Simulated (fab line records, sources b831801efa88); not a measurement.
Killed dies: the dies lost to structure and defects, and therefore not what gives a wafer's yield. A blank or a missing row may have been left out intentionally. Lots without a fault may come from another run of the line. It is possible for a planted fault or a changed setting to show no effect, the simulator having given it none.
Problem report, 8D (eight disciplines) form, completed by code    flow gf180mcu    the parts of the form that need people (team, actions taken, sign-off) are left out

## 1. PROBLEM STATEMENT
chamber pressure mTorr at GF_V5_ETCH_16 reads a mean of 36.000 mTorr on 6 wafers of 2 lots; wafers without a fault read 30.000 mTorr with a standard deviation of 0.028. That is +99 or more standard deviations from the usual mean.
The step: etches BARC in N2/H2.
Seen first at day 32 01:49 on rie diel-01, wafer L513.2. The record holds 36 wafers of 12 lots with a number at this step. Rule for "out" (also "out of limits"): further than 4 standard deviations from the usual mean. Any other wafer with a number is counted as sound.

## 2. WHAT IT IS, AND WHAT IT ISN'T
question                     is                      is not
which readings at this step  chamber pressure mTorr  drypump motor current A, h2 flow sccm, oes product au, throttle valve pct
which lots                   L513, L514              L499, L500, L501, L502, L505, L506, L507, L517, L518, L520
which wafers of those lots   all that have a number  -
read on which tools          rie diel-01             rie diel-02, rie diel-04
when                         from day 32 01:49       up to then (21 sound wafers); but 9 sound wafers of L517, L518, L520 came after

## 3. WHAT RULES OUT EACH SUSPECT
Counting: any tool at a process step up to the reading is kept as a suspect provided that every lot that is out went through it and no sound lot did after the first of them.
- rie diel-01 at GF_V5_ETCH_16 (etches BARC in N2/H2): kept. All lots that are out passed through it, beginning with L513 at day 32 01:49, and no sound lot followed; its final sound lot before that point was L507 at day 30 04:06. Its own chamber pressure mTorr readings are out on those wafers.
Remaining after the count: rie diel-01 at GF_V5_ETCH_16.

## 4. THE CAUSE (what the simulator had put in)
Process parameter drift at GF_V5_ETCH_16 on rie diel-01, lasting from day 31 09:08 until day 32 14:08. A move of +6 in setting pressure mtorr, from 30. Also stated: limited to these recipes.
Counting left only this tool.

## 5. SEQUENCE OF EFFECTS, ordered by route
Each row: a reading where the mean over the struck wafers with a number is more than 3 standard deviations away from the usual. Only readings whose record carries a usual standard deviation are examined. hours: median over the lots of the time between each lot's start at the first step of this table that gives one and its start at this step. sigmas: the change, counted in usual standard deviations.
hours  step           reading                 usual         on struck wafers  change  sigmas
0      GF_V5_ETCH_16  chamber pressure mTorr  30.000 mTorr  36.000            +6.000  +99 or more
Its process steps:
- GF_V5_ETCH_16: etches BARC in N2/H2.

## 6. HOW IT WOULD HAVE BEEN CAUGHT EARLIER
The fault began at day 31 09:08; the first out-of-limits reading in this record came at day 32 01:49, 17 hours later.
